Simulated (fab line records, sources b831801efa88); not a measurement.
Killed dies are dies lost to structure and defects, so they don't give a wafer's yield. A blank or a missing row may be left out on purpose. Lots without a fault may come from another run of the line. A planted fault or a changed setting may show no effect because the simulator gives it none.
Which tool did it? | flow gf180mcu | 13 lots, 39 wafers sampled, at 4 steps of a route of 602

WHAT THE GAUGES READ, wafer by wafer
GF_M3_RS_MEAS_05: measures by four-point-probe. Usual: M3_ALCU_RS 0.0692 ohm/sq, standard deviation 0.00059.
lot  | measured     | on            | M3_ALCU_RS (ohm/sq)  | flag
L193 | day 20 14:28 | film_metro-01 | 0.0693 0.0690 0.0693 |
L194 | day 20 18:02 | film_metro-01 | 0.0702 0.0708 0.0708 |
L197 | day 22 05:53 | film_metro-01 | 0.0691 0.0686 0.0688 |
L198 | day 22 11:52 | film_metro-01 | 0.0694 0.0696 0.0693 |
L199 | day 22 22:40 | film_metro-02 | 0.0696 0.0697 0.0693 |
L206 | day 25 05:34 | film_metro-01 | 0.0694 0.0694 0.0689 |
L207 | day 25 20:49 | film_metro-01 | 0.0697 0.0701 0.0695 |
L209 | day 26 02:09 | film_metro-01 | 0.0698 0.0697 0.0699 |
L211 | day 26 12:38 | film_metro-04 | 0.0685 0.0688 0.0686 |
L213 | day 27 02:17 | film_metro-04 | 0.0695 0.0698 0.0697 |
L214 | day 27 11:16 | film_metro-01 | 0.0698 0.0698 0.0700 |
L215 | day 27 15:26 | film_metro-04 | 0.0681 0.0677 0.0679 |
L216 | day 27 21:08 | film_metro-04 | 0.0693 0.0693 0.0689 |

WHICH TOOL RAN EACH LOT (tool, then ch and the chambers of the sampled wafers, then the start)
lot  | GF_V2_ETCH_17                                 | GF_V2_SPUTTER_21             | GF_M3_SPUTTER_00
L193 | rie_diel-01 ch 0,2,3, day 20 13:24 or earlier | pvd_sputter-02, day 20 13:24 | pvd_sputter-02, day 20 14:13
L194 | rie_diel-02 ch 0,1, day 20 17:04 or earlier   | pvd_sputter-01, day 20 17:04 | pvd_sputter-02, day 20 17:45
L197 | rie_diel-04 ch 1,3, day 22 04:57 or earlier   | pvd_sputter-04, day 22 04:57 | pvd_sputter-03, day 22 05:38
L198 | rie_diel-01 ch 0,1,3, day 22 10:57 or earlier | pvd_sputter-04, day 22 10:57 | pvd_sputter-03, day 22 11:38
L199 | rie_diel-02 ch 0,2, day 22 21:45 or earlier   | pvd_sputter-04, day 22 21:45 | pvd_sputter-03, day 22 22:26
L206 | rie_diel-02 ch 0,1, day 25 04:37 or earlier   | pvd_sputter-02, day 25 04:37 | pvd_sputter-04, day 25 05:19
L207 | rie_diel-04 ch 0,1, day 25 19:54 or earlier   | pvd_sputter-04, day 25 19:54 | pvd_sputter-03, day 25 20:35
L209 | rie_diel-01 ch 0,1,3, day 26 01:14 or earlier | pvd_sputter-01, day 26 01:14 | pvd_sputter-04, day 26 01:55
L211 | rie_diel-01 ch 2,3, day 26 11:43 or earlier   | pvd_sputter-04, day 26 11:43 | pvd_sputter-03, day 26 12:24
L213 | rie_diel-04 ch 0,2,3, day 27 01:18 or earlier | pvd_sputter-04, day 27 01:18 | pvd_sputter-04, day 27 02:00
L214 | rie_diel-02 ch 2,3, day 27 10:06 or earlier   | pvd_sputter-01, day 27 10:06 | pvd_sputter-02, day 27 11:03
L215 | rie_diel-01 ch 2,3, day 27 14:29 or earlier   | pvd_sputter-01, day 27 14:29 | pvd_sputter-03, day 27 15:11
L216 | rie_diel-04 ch 0,1,3, day 27 20:11 or earlier | pvd_sputter-02, day 27 20:11 | pvd_sputter-02, day 27 20:53
- GF_V2_ETCH_17: etches SiO2 in C4F8/O2/Ar, stops on TiN, target depth 630 nm.
- GF_V2_SPUTTER_21: material Ti, target thk 15 nm, time 80.02 s.
- GF_M3_SPUTTER_00: material Ti, target thk 37.5 nm, time 150 s.

WHAT THE TOOLS THEMSELVES READ (means of the sampled wafers that have a number; where no wafer has one, the mark that the record gives instead)
GF_V2_ETCH_17. Usual: oes_product_au 0.856 a.u., standard deviation 0.0044.
lot  | tool        | oes_product_au (a.u.) | flag
L193 | rie_diel-01 | 0.857                 |
L194 | rie_diel-02 | 0.856                 |
L197 | rie_diel-04 | 0.856                 |
L198 | rie_diel-01 | 0.850                 |
L199 | rie_diel-02 | 0.859                 |
L206 | rie_diel-02 | 0.853                 |
L207 | rie_diel-04 | 0.856                 |
L209 | rie_diel-01 | 0.858                 |
L211 | rie_diel-01 | 0.855                 |
L213 | rie_diel-04 | 0.860                 |
L214 | rie_diel-02 | 0.857                 |
L215 | rie_diel-01 | 0.857                 |
L216 | rie_diel-04 | 0.852                 |

GF_V2_SPUTTER_21. Usual: chamber_pressure_pa 5.000 Pa, standard deviation 0.0096; throttle_valve_pct 29.7 %, standard deviation 1.1.
lot  | tool           | chamber_pressure_pa (Pa) | throttle_valve_pct (%) | flag
L193 | pvd_sputter-02 | 4.996                    | 28.8                   |
L194 | pvd_sputter-01 | 5.000                    | 29.9                   |
L197 | pvd_sputter-04 | 4.995                    | 29.5                   |
L198 | pvd_sputter-04 | 4.456                    | 31.2                   | OFF
L199 | pvd_sputter-04 | 4.454                    | 31.1                   | OFF
L206 | pvd_sputter-02 | 4.996                    | 29.4                   |
L207 | pvd_sputter-04 | 4.985                    | 30.0                   |
L209 | pvd_sputter-01 | 4.997                    | 28.9                   |
L211 | pvd_sputter-04 | 5.005                    | 29.9                   |
L213 | pvd_sputter-04 | 5.000                    | 30.0                   |
L214 | pvd_sputter-01 | 4.997                    | 30.6                   |
L215 | pvd_sputter-01 | 5.000                    | 30.0                   |
L216 | pvd_sputter-02 | 5.007                    | 28.8                   |

GF_M3_SPUTTER_00. Usual: chamber_pressure_pa 2.001 Pa, standard deviation 0.0042; throttle_valve_pct 29.7 %, standard deviation 1.2.
lot  | tool           | chamber_pressure_pa (Pa) | throttle_valve_pct (%) | flag
L193 | pvd_sputter-02 | 1.998                    | 28.4                   |
L194 | pvd_sputter-02 | 2.004                    | 29.8                   |
L197 | pvd_sputter-03 | 1.998                    | 29.8                   |
L198 | pvd_sputter-03 | 2.002                    | 30.4                   |
L199 | pvd_sputter-03 | 2.003                    | 31.7                   |
L206 | pvd_sputter-04 | 2.002                    | 30.0                   |
L207 | pvd_sputter-03 | 2.005                    | 29.7                   |
L209 | pvd_sputter-04 | 2.002                    | 29.0                   |
L211 | pvd_sputter-03 | 2.002                    | 31.2                   |
L213 | pvd_sputter-04 | 2.001                    | 28.9                   |
L214 | pvd_sputter-02 | 2.001                    | 29.5                   |
L215 | pvd_sputter-03 | 2.000                    | 29.4                   |
L216 | pvd_sputter-02 | 1.998                    | 29.0                   |

THE ANSWER, worked out from the rows above alone
Rule: a lot is off if the mean of its wafers that have a number lies more than 3 standard deviations from the usual mean. A lot without any number at a reading at which 4 lots or more have one is off too. The other lots that the step has rows for count as sound. The gauges are gone through in route order, then the tools' own readings, and for those a lot's mean is taken as printed above. The first step at which some lot is off is used, and at that step the reading that is off furthest; a lot without a number counts as furthest.
Off: L198, L199, at GF_V2_SPUTTER_21 (chamber_pressure_pa).
A tool fits if, at that step or a process step before it, it ran every lot that is off, and no sound lot after the first of them. GF_V2_ETCH_17 gives no start for some lots, so the hours and the order of its lots are those of GF_V2_SPUTTER_21. None of those tried fits.

WHAT THE SIMULATOR HAD PUT IN
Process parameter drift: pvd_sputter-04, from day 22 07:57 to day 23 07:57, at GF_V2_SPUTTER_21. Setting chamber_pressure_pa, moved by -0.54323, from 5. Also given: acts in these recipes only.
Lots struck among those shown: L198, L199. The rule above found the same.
